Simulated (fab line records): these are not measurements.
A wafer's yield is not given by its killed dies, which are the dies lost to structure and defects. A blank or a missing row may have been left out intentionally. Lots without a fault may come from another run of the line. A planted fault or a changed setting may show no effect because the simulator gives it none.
Which tool did it?    flow sky130    10 lots, 30 wafers sampled, at 5 steps of a route of 708

== WHAT THE GAUGES SHOWED, per wafer ==
SKY_SPACER_THK_MEAS_01.
lot   measured      on             SPACER_CVD_00_THK (nm)
L565  day 24 08:57  film-metro-02  43.0 43.1 42.7
L566  day 24 18:08  film-metro-02  42.6 42.8 42.5
L567  day 24 22:20  film-metro-01  42.6 42.2 43.2
L568  day 25 12:30  film-metro-02  43.2 43.7 43.0
L570  day 26 01:38  film-metro-02  42.4 42.0 41.9
L571  day 26 07:01  film-metro-01  42.8 43.2 42.6
L574  day 27 06:17  film-metro-01  43.8 43.4 43.4
L580  day 29 08:11  film-metro-03  31.9 32.0 31.9 31.8 32.0 31.9
L582  day 30 00:21  film-metro-02  43.0 43.3 43.4
L584  day 30 15:22  film-metro-03  42.6 42.4 42.6

SKY_METAL1_CD_MEAS_15: target cd 140 nm.
lot   measured      on         cd-nm (nm)
L565  day 34 01:24  cd-sem-01  138.9 141.9 141.2
L566  day 34 07:02  cd-sem-02  142.6 141.2 141.7
L567  day 34 14:17  cd-sem-02  140.8 141.1 140.2
L568  day 35 01:22  cd-sem-01  140.8 141.3 142.6
L570  day 35 13:59  cd-sem-01  139.3 140.2 138.5
L571  day 35 17:23  cd-sem-01  141.2 138.9 139.5
L574  day 36 16:13  cd-sem-01  141.1 140.1 139.7
L580  day 38 09:54  cd-sem-01  138.9 140.6 138.7
L582  day 39 01:56  cd-sem-02  138.1 138.7 139.2
L584  day 39 14:33  cd-sem-02  138.1 138.9 137.4

== EACH LOT AND THE TOOL THAT RAN IT (in order: tool; ch and the chambers of the sampled wafers; start) ==
lot   SKY_SPACER_CVD_00            SKY_SPACER_ETCHBACK_02              SKY_LOCAL_INTERCONNECT_SPUTTER_00
L565  lpcvd-02 ch 1, day 24 07:44  rie-diel-02 ch 0,1,2, day 24 09:00  pvd-sputter-02, day 30 12:57
L566  lpcvd-02 ch 1, day 24 16:19  rie-diel-03 ch 0,3, day 24 18:11    pvd-sputter-01, day 30 20:30
L567  lpcvd-02 ch 1, day 24 20:31  rie-diel-04 ch 2,3, day 24 22:23    pvd-sputter-02, day 31 02:16
L568  lpcvd-02 ch 1, day 25 11:17  rie-diel-02 ch 1,3, day 25 12:32    pvd-sputter-01, day 31 13:53
L570  lpcvd-02 ch 1, day 26 00:26  rie-diel-02 ch 0,2, day 26 01:42    pvd-sputter-01, day 32 03:21
L571  lpcvd-02 ch 0, day 26 05:47  rie-diel-02 ch 0,3, day 26 07:03    pvd-sputter-03, day 32 07:14
L574  lpcvd-02 ch 1, day 27 05:05  rie-diel-03 ch 1,2, day 27 06:21    pvd-sputter-02, day 33 05:21
L580  lpcvd-02 ch 0, day 29 06:22  rie-diel-04 ch 0,1,3, day 29 19:25  pvd-sputter-03, day 35 00:57
L582  lpcvd-02 ch 1, day 29 23:09  rie-diel-04 ch 0,2, day 30 00:25    pvd-sputter-02, day 35 17:14
L584  lpcvd-02 ch 1, day 30 14:08  rie-diel-02 ch 1,2,3, day 30 15:25  pvd-sputter-02, day 36 07:58
- SKY_SPACER_CVD_00: deposits Si3N4 from DCS/NH3, target thk 43.1 nm, time 740 s.
- SKY_SPACER_ETCHBACK_02: etches Si3N4 in CH3F/O2, stops on SiO2, time 46.7 s, target depth 45 nm.
- SKY_LOCAL_INTERCONNECT_SPUTTER_00: material TiN, target thk 100 nm, time 83.3 s.

== AS READ BY THE TOOLS THEMSELVES (means over the sampled wafers that have a number; for cases with no such wafer, the mark the record gives instead) ==
SKY_SPACER_CVD_00.
lot   tool      spike-tc-bottom-C (C)  spike-tc-centre-C (C)  spike-tc-lower-C (C)  spike-tc-top-C (C)  spike-tc-upper-C (C)  susceptor-temp-C (C)  zone-power-lower-pct (%)  zone-power-upper-pct (%)
L565  lpcvd-02  789                    768.8                  770.8                 781.9               773.1                 769.76                14.10                     11.78
L566  lpcvd-02  789                    769.9                  770.7                 783.2               772.8                 770.20                14.28                     11.96
L567  lpcvd-02  788                    769.3                  769.6                 782.5               771.8                 769.61                14.12                     12.04
L568  lpcvd-02  790                    768.5                  771.0                 782.8               771.2                 769.75                14.20                     11.93
L570  lpcvd-02  790                    768.9                  771.5                 782.1               772.3                 769.93                14.32                     11.77
L571  lpcvd-02  782                    771.1                  768.7                 781.7               769.4                 770.06                13.98                     11.68
L574  lpcvd-02  788                    769.6                  770.6                 782.7               773.2                 770.14                14.38                     11.94
L580  lpcvd-02  767                    756.4                  754.5                 767.0               754.9                 755.30                13.59                     11.36
L582  lpcvd-02  790                    768.7                  771.3                 782.6               771.1                 770.11                14.36                     11.95
L584  lpcvd-02  789                    769.8                  770.6                 781.8               772.0                 770.29                14.40                     11.84

SKY_SPACER_ETCHBACK_02.
lot   tool         chamber-pressure-mTorr (mTorr)  drypump-motor-current-A (A)  oes-product-au (a.u.)  throttle-valve-pct (%)
L565  rie-diel-02  24.998                          5.3                          0.856                  10.565
L566  rie-diel-03  24.982                          5.9                          0.852                  10.566
L567  rie-diel-04  25.012                          5.7                          0.848                  10.564
L568  rie-diel-02  24.996                          5.1                          0.855                  10.556
L570  rie-diel-02  25.009                          5.3                          0.842                  10.551
L571  rie-diel-02  25.010                          5.0                          0.849                  10.552
L574  rie-diel-03  25.001                          4.9                          0.860                  10.565
L580  rie-diel-04  25.006                          5.9                          0.736                  10.546
L582  rie-diel-04  24.997                          5.7                          0.855                  10.575
L584  rie-diel-02  25.005                          5.1                          0.846                  10.564

SKY_LOCAL_INTERCONNECT_SPUTTER_00.
lot   tool            susceptor-temp-C (C)  throttle-valve-pct (%)
L565  pvd-sputter-02  299.97                28.7
L566  pvd-sputter-01  300.28                30.5
L567  pvd-sputter-02  300.05                29.4
L568  pvd-sputter-01  300.15                30.7
L570  pvd-sputter-01  299.83                30.6
L571  pvd-sputter-03  299.90                29.2
L574  pvd-sputter-02  299.97                29.3
L580  pvd-sputter-03  300.04                28.4
L582  pvd-sputter-02  299.85                30.4
L584  pvd-sputter-02  299.93                29.3

== THE ANSWER, worked out from the rows above alone ==
Rule: what is usual is taken from the lots themselves. The widest of any qualifying gaps counts: lots, ordered by their means at a reading, are off when they make up no more than a third of the lots, leave a main group of 4 or more, and stand apart from it by 3 or more times the standard deviation of that group's means. The tables above print the reading to a certain number of digits; a main group whose means all agree to those digits is not used. A lot without any number at a reading at which 4 lots or more have one is off too. Any other lot the step has rows for is counted as sound. First the gauges in route order, then the tools' own readings, where a lot's mean is used as printed above. The first step at which some lot is off is used, and at that step the reading that is off furthest; a lot without a number counts as furthest.
Off: L580, at SKY_SPACER_THK_MEAS_01 (SPACER_CVD_00_THK). For the main group the mean is 42.9 nm and the standard deviation 0.42.
A tool fits if, at a process step before that reading, it ran every lot that is off, and no sound lot after the first of them. Not tried: the gauges at SKY_SPACER_THK_MEAS_01; whatever is off there is also off at SKY_SPACER_CVD_00, on other tools, and gauge error can't account for it. No candidate that was tried fits.

== WHAT THE SIMULATOR PUT IN ==
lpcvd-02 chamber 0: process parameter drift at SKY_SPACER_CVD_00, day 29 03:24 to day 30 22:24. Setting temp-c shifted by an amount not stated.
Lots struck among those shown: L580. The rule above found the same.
